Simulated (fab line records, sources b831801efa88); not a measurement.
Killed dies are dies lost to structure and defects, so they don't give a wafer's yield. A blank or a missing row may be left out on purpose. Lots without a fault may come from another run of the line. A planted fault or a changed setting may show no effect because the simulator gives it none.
Which tool did it? | flow gf180mcu | 6 lots, 17 wafers sampled, at 3 steps of a route of 602

WHAT THE GAUGES READ, wafer by wafer
GF_MIM_THK_MEAS_11: measures by xrf.
lot  | measured     | on            | MIM_ALCU_THK (nm)
L581 | day 25 00:40 | film_metro-02 | 192.9 193.6 190.8
L584 | day 26 09:01 | film_metro-02 | 194.4 198.6 195.0
L587 | day 27 04:18 | film_metro-02 | 193.2 192.8 194.4
L590 | day 28 00:48 | film_metro-04 | 200.3 201.0 199.3
L593 | day 28 23:53 | film_metro-02 | 196.5 196.4 197.0
L600 | day 30 16:12 | film_metro-01 | 200.7 202.0

WHICH TOOL RAN EACH LOT (tool, then ch and the chambers of the sampled wafers, then the start)
lot  | GF_V4_SPUTTER_22             | GF_MIM_SPUTTER_09
L581 | pvd_sputter-04, day 24 23:09 | pvd_sputter-04, day 25 00:29
L584 | pvd_sputter-02, day 26 07:49 | pvd_sputter-02, day 26 08:52
L587 | pvd_sputter-04, day 27 02:56 | pvd_sputter-02, day 27 04:08
L590 | pvd_sputter-01, day 27 23:38 | pvd_sputter-02, day 28 00:38
L593 | pvd_sputter-02, day 28 22:44 | pvd_sputter-02, day 28 23:44
L600 | pvd_sputter-01, day 30 15:02 | pvd_sputter-03, day 30 16:03
- GF_V4_SPUTTER_22: material TiN, target thk 10 nm, time 40 s.
- GF_MIM_SPUTTER_09: material TiN, target thk 35 nm, time 29.2 s.

THE ANSWER, worked out from the rows above alone
Rule: what is usual is taken from the lots themselves. Put in order of their means at a reading, lots are off if they are a third of the lots or fewer, leave a main group of 4 or more, and stand apart from it by a gap of 3 or more times the standard deviation of the main group's means; of several such gaps the widest counts. A main group whose means are all the same, to the digits that the tables above print for the reading, isn't used. A lot without any number at a reading at which 4 lots or more have one is off too. The other lots that the step has rows for count as sound.
No lot is off at any reading shown: from this, nothing can be told.

WHAT THE SIMULATOR HAD PUT IN
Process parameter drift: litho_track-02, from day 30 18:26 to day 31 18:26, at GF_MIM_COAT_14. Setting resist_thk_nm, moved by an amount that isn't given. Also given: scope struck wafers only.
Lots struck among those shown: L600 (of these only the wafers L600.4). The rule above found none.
